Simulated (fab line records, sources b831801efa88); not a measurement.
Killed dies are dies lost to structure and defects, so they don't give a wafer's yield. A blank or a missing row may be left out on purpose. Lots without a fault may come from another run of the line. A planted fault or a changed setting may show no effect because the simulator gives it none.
One fault seen from 2 desks | flow gf180mcu | each desk has only its own numbers; what lay behind them comes last

THE METROLOGY DESK
What the gauges read, lot by lot, whatever tool the lot ran on: means of the sampled wafers that have a number. A lot is out of limits, marked OUT, if its mean lies more than 4 standard deviations from the usual mean; the brackets give that distance.
Columns: A = cd_nm at GF_V3_CD_MEAS_14, usual 260.1 nm; B = V4_CVD_02_THK at GF_V4_THK_MEAS_03, usual 849 nm
lot  | first seen here | A     | B
L762 | day 22 04:17    | 259.2 | 844
L764 | day 23 05:08    | 261.3 | 854
L767 | day 24 02:25    | 259.5 | 847
L769 | day 25 00:32    | 259.1 | 866
L771 | day 25 12:38    | 259.8 | 849
L772 | day 25 20:34    | 261.4 | 721 (-13) OUT
L773 | day 26 06:23    | 261.5 | 727 (-12) OUT
L774 | day 26 11:59    | 260.3 | 716 (-14) OUT
L782 | day 29 00:48    | 259.7 | 845
L783 | day 29 02:02    | 258.2 | 856
L784 | day 29 05:51    | 258.7 | 828
L785 | day 29 16:08    | 260.4 | 845
This desk's finding: out of limits on L772, L773, L774; first on L772, day 26 20:17 (V4_CVD_02_THK at GF_V4_THK_MEAS_03). In limits: L762, L764, L767, L769, L771, L782, L783, L784, L785.

THE TOOL OWNER'S DESK: pecvd-04
The tool's own readings at GF_V4_CVD_02 (deposits SiO2 from TEOS, target thk 850 nm, time 94.851 s): means of the sampled wafers that have a number, for each lot that ran on this tool. A lot is out of limits, marked OUT, if its mean lies more than 4 standard deviations from the usual mean; the brackets give that distance.
Columns: A = heater_power_w at GF_V4_CVD_02, usual 690 W
lot  | first seen here | A
L762 | day 23 05:50    | 695
L771 | day 26 11:47    | 758
L772 | day 26 20:13    | 765
L773 | day 27 05:41    | 712
L774 | day 27 11:17    | 700
L782 | day 29 22:09    | 789
L784 | day 30 02:59    | 785
This desk's finding: nothing out of limits on any of the 7 lots.

PUT TOGETHER
The metrology desk could have raised an alarm at day 26 20:17, on L772, L773, L774.
The tool owner's desk saw nothing out of limits.
The tool owner's desk has L772, L773, L774 on record, within its limits.
Of the lots named, all ran GF_V4_CVD_02 on pecvd-04.

WHAT THE SIMULATOR HAD PUT IN
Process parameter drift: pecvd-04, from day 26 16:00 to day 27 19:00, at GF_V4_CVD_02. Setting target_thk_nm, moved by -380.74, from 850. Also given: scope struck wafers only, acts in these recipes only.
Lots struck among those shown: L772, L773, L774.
Hours from the fault's start to each desk's first reading out of limits: the metrology desk, 4.
